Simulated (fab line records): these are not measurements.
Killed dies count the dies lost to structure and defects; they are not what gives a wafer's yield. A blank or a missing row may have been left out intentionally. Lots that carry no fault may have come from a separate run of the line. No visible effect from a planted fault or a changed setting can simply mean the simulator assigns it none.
Which tool did it? ; flow sfqLine ; 14 lots, 42 wafers sampled, at 6 steps of a route of 325

== WHAT EACH GAUGE READ, for each wafer ==
SFQ_M7_RS_MEAS_943: measurement is done with a four-point probe.
lot;measured;on;M7_NB_RS (ohm/sq)
L838;day 77 03:20;filmMetro-02;0.888 0.897 0.888
L839;day 77 04:28;filmMetro-04;0.870 0.872 0.870
L840;day 78 21:50;filmMetro-02;0.875 0.872 0.880
L841;day 79 00:14;filmMetro-01;0.876 0.891 0.884
L842;day 79 03:59;filmMetro-02;0.903 0.894 0.909
L843;day 79 07:35;filmMetro-02;0.895 0.895 0.903
L844;day 79 13:33;filmMetro-02;0.882 0.883 0.887
L845;day 79 19:28;filmMetro-01;0.880 0.889 0.887
L847;day 80 00:17;filmMetro-01;1.130 0.895 0.880
L849;day 80 09:56;filmMetro-02;0.889 0.884 1.125
L854;day 81 16:01;filmMetro-02;0.892 0.894 0.892
L856;day 81 23:20;filmMetro-02;0.880 0.889 0.884
L858;day 82 05:17;filmMetro-01;0.876 0.872 0.866
L860;day 82 08:55;filmMetro-01;0.876 0.877 0.893

SFQ_I7_OVL_MEAS_947.
lot;measured;on;I7_OVL (nm)
L838;day 81 02:52;overlay-01;-3 -4 0
L839;day 81 05:25;overlay-01;-11 -7 -5
L840;day 83 08:29;overlay-01;1 -3 -3
L841;day 83 10:53;overlay-01;1 -2 -4
L842;day 84 00:31;overlay-02;-6 -9 0
L843;day 84 05:19;overlay-02;4 0 1
L844;day 84 07:43;overlay-02;-10 -14 -11
L845;day 84 13:31;overlay-02;4 4 -3
L847;day 84 19:31;overlay-02;-13 -16 -15
L849;day 85 05:07;overlay-01;-7 -12 -10
L854;day 86 03:55;overlay-01;-8 -10 -7
L856;day 86 09:55;overlay-01;1 6 6
L858;day 86 14:43;overlay-01;-6 -8 -7
L860;day 86 20:43;overlay-01;-1 -8 1

== EACH LOT AND THE TOOL THAT RAN IT (in order: tool; ch and the chambers of the sampled wafers; start) ==
lot;SFQ_TRILAYER_I6_DEP_PECVD_165;SFQ_TRILAYER_M7_DEP_SPUTTER_175;SFQ_TRILAYER_M7_ETCH_METAL_ETCH_180;SFQ_TRILAYER_I7_DEP_PECVD_183
L838;pecvd-04 ch 0,1,2, day 72 00:34;pvdSputter-04, day 77 03:11;rieMetal-01 ch 0,1, day 80 18:34;pecvd-04 ch 0,1,2, day 80 19:31
L839;pecvd-03 ch 0,1,2, day 72 01:43;pvdSputter-06, day 77 04:23;rieMetal-02 ch 0,1, day 80 19:44;pecvd-01 ch 0,1,2, day 80 20:38
L840;pecvd-04 ch 0,2, day 73 20:04;pvdSputter-06, day 78 21:44;rieMetal-02 ch 0,1, day 82 22:19;pecvd-01 ch 0,1, day 82 23:13
L841;pecvd-02 ch 0,1, day 73 22:28;pvdSputter-03, day 79 00:08;rieMetal-01 ch 0,1, day 82 23:31;pecvd-03 ch 1,2, day 83 00:25
L842;pecvd-04 ch 1,2, day 74 02:04;pvdSputter-04, day 79 03:52;rieMetal-02 ch 0,1, day 83 05:33;pecvd-01 ch 0,1, day 83 06:26
L843;pecvd-02 ch 0,2, day 74 06:52;pvdSputter-06, day 79 07:28;rieMetal-02 ch 0,1, day 83 09:09;pecvd-01 ch 0,1, day 83 10:01
L844;pecvd-02 ch 1,2, day 74 11:15;pvdSputter-03, day 79 13:28;rieMetal-02 ch 1, day 83 13:55;pecvd-04 ch 0,2, day 83 14:49
L845;pecvd-03 ch 0,1,2, day 74 15:16;pvdSputter-06, day 79 19:22;rieMetal-02 ch 0,1, day 83 20:43;pecvd-04 ch 0,1,2, day 83 21:37
L847;pecvd-03 ch 0,1,2, day 74 20:51;pvdSputter-03, day 80 00:11;rieMetal-02 ch 0,1, day 84 01:31;pecvd-03 ch 0,2, day 84 02:25
L849;pecvd-02 ch 0,1, day 75 15:16;pvdSputter-03, day 80 09:50;rieMetal-04 ch 0,1, day 84 12:07;pecvd-04 ch 0,1, day 84 13:01
L854;pecvd-02 ch 1,2, day 77 01:59;pvdSputter-06, day 81 15:55;rieMetal-04 ch 0,1, day 85 17:50;pecvd-03 ch 0,1, day 85 18:44
L856;pecvd-02 ch 0,2, day 77 14:05;pvdSputter-06, day 81 23:14;rieMetal-04 ch 0,1, day 85 23:41;pecvd-03 ch 1,2, day 86 00:49
L858;pecvd-04 ch 0,2, day 77 17:41;pvdSputter-04, day 82 05:12;rieMetal-04 ch 0,1, day 86 03:17;pecvd-03 ch 1,2, day 86 04:25
L860;pecvd-03 ch 0,1,2, day 78 04:58;pvdSputter-06, day 82 08:48;rieMetal-02 ch 0,1, day 86 06:52;pecvd-01 ch 0,1,2, day 86 07:46
- SFQ_TRILAYER_I6_DEP_PECVD_165: deposits SiO2 from SiH4/N2O, time 111.11 s, target thk 500 nm.
- SFQ_TRILAYER_M7_DEP_SPUTTER_175: material Nb, target thk 200 nm, time 133.3 s.
- SFQ_TRILAYER_M7_ETCH_METAL_ETCH_180: etches Nb in Cl2/Ar, stops on SiO2, target depth 240 nm, time 120 s.
- SFQ_TRILAYER_I7_DEP_PECVD_183: deposits SiO2 from SiH4/N2O, time 111.11 s, target thk 500 nm.

== AS READ BY THE TOOLS THEMSELVES (means over the sampled wafers that have a number; for cases with no such wafer, the mark the record gives instead) ==
SFQ_TRILAYER_I6_DEP_PECVD_165.
lot;tool;heaterPowerW (W);throttleValvePct (%)
L838;pecvd-04;87;24.9
L839;pecvd-03;81;22.9
L840;pecvd-04;83;25.4
L841;pecvd-02;96;24.7
L842;pecvd-04;84;25.6
L843;pecvd-02;83;24.4
L844;pecvd-02;82;24.5
L845;pecvd-03;85;23.0
L847;pecvd-03;80;23.2
L849;pecvd-02;90;24.9
L854;pecvd-02;83;24.6
L856;pecvd-02;90;24.9
L858;pecvd-04;87;25.4
L860;pecvd-03;89;23.3

SFQ_TRILAYER_M7_DEP_SPUTTER_175.
lot;tool;basePressurePa (Pa);throttleValvePct (%)
L838;pvdSputter-04;1.33e-06;29.6
L839;pvdSputter-06;1.36e-06;29.8
L840;pvdSputter-06;1.41e-06;29.7
L841;pvdSputter-03;1.34e-06;30.3
L842;pvdSputter-04;1.37e-06;29.4
L843;pvdSputter-06;1.40e-06;29.7
L844;pvdSputter-03;1.33e-06;30.4
L845;pvdSputter-06;1.33e-06;29.9
L847;pvdSputter-03;1.27e-06;30.5
L849;pvdSputter-03;1.24e-06;30.4
L854;pvdSputter-06;1.31e-06;29.7
L856;pvdSputter-06;1.27e-06;28.5
L858;pvdSputter-04;1.23e-06;30.0
L860;pvdSputter-06;1.34e-06;29.9

SFQ_TRILAYER_M7_ETCH_METAL_ETCH_180.
lot;tool;drypumpMotorCurrentA (A);oesProductAu (a.u.)
L838;rieMetal-01;5.72;0.892
L839;rieMetal-02;5.71;0.912
L840;rieMetal-02;5.66;0.899
L841;rieMetal-01;5.47;0.889
L842;rieMetal-02;5.73;0.887
L843;rieMetal-02;5.72;0.890
L844;rieMetal-02;5.78;0.895
L845;rieMetal-02;5.71;0.896
L847;rieMetal-02;5.65;0.868
L849;rieMetal-04;5.64;0.864
L854;rieMetal-04;5.61;0.896
L856;rieMetal-04;5.64;0.899
L858;rieMetal-04;5.61;0.902
L860;rieMetal-02;5.72;0.903

SFQ_TRILAYER_I7_DEP_PECVD_183.
lot;tool;heaterPowerW (W);throttleValvePct (%)
L838;pecvd-04;89;24.9
L839;pecvd-01;87;25.8
L840;pecvd-01;91;26.1
L841;pecvd-03;103;23.6
L842;pecvd-01;92;26.0
L843;pecvd-01;81;27.0
L844;pecvd-04;91;25.3
L845;pecvd-04;94;24.7
L847;pecvd-03;98;23.2
L849;pecvd-04;88;24.1
L854;pecvd-03;63;24.0
L856;pecvd-03;85;24.2
L858;pecvd-03;102;23.8
L860;pecvd-01;85;25.9

== THE ANSWER, worked out from the rows above alone ==
Rule: the lots themselves supply what counts as usual. Put in order of their means at a reading, lots are off if they are a third of the lots or fewer, leave a main group of 4 or more, and stand apart from it by a gap of 3 or more times the standard deviation of the main group's means; of several such gaps the widest counts. If all means in a main group match to the digits the tables above print for the reading, that group is not used. Also off: a lot with no number at a reading for which 4 or more lots have one. Any other lot the step has rows for is counted as sound. After the gauges, taken in route order, come the tools' own readings; for these a lot's mean is taken, as printed above. At the first step where some lot is off, the reading lying furthest off is the one used; lots without a number count as furthest.
Off: L847, L849, seen at SFQ_M7_RS_MEAS_943 (M7_NB_RS). For the main group the mean is 0.885 ohm/sq and the standard deviation 0.0093.
A tool fits if, at a process step before that reading, it ran every lot that is off, and no sound lot after the first of them. The gauges at SFQ_M7_RS_MEAS_943 are tried like those tools. One candidate fits, namely pvdSputter-03 at SFQ_TRILAYER_M7_DEP_SPUTTER_175. Its last sound lot is L844 (day 79 13:28), its first lot that is off L847 (day 80 00:11): a fault that began between those two fits.

== WHAT THE SIMULATOR HAD PUT IN ==
Site profile drift: pvdSputter-03, from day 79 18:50 on, at SFQ_TRILAYER_M7_DEP_SPUTTER_175. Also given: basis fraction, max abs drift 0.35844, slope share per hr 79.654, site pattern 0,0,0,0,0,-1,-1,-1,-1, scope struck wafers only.
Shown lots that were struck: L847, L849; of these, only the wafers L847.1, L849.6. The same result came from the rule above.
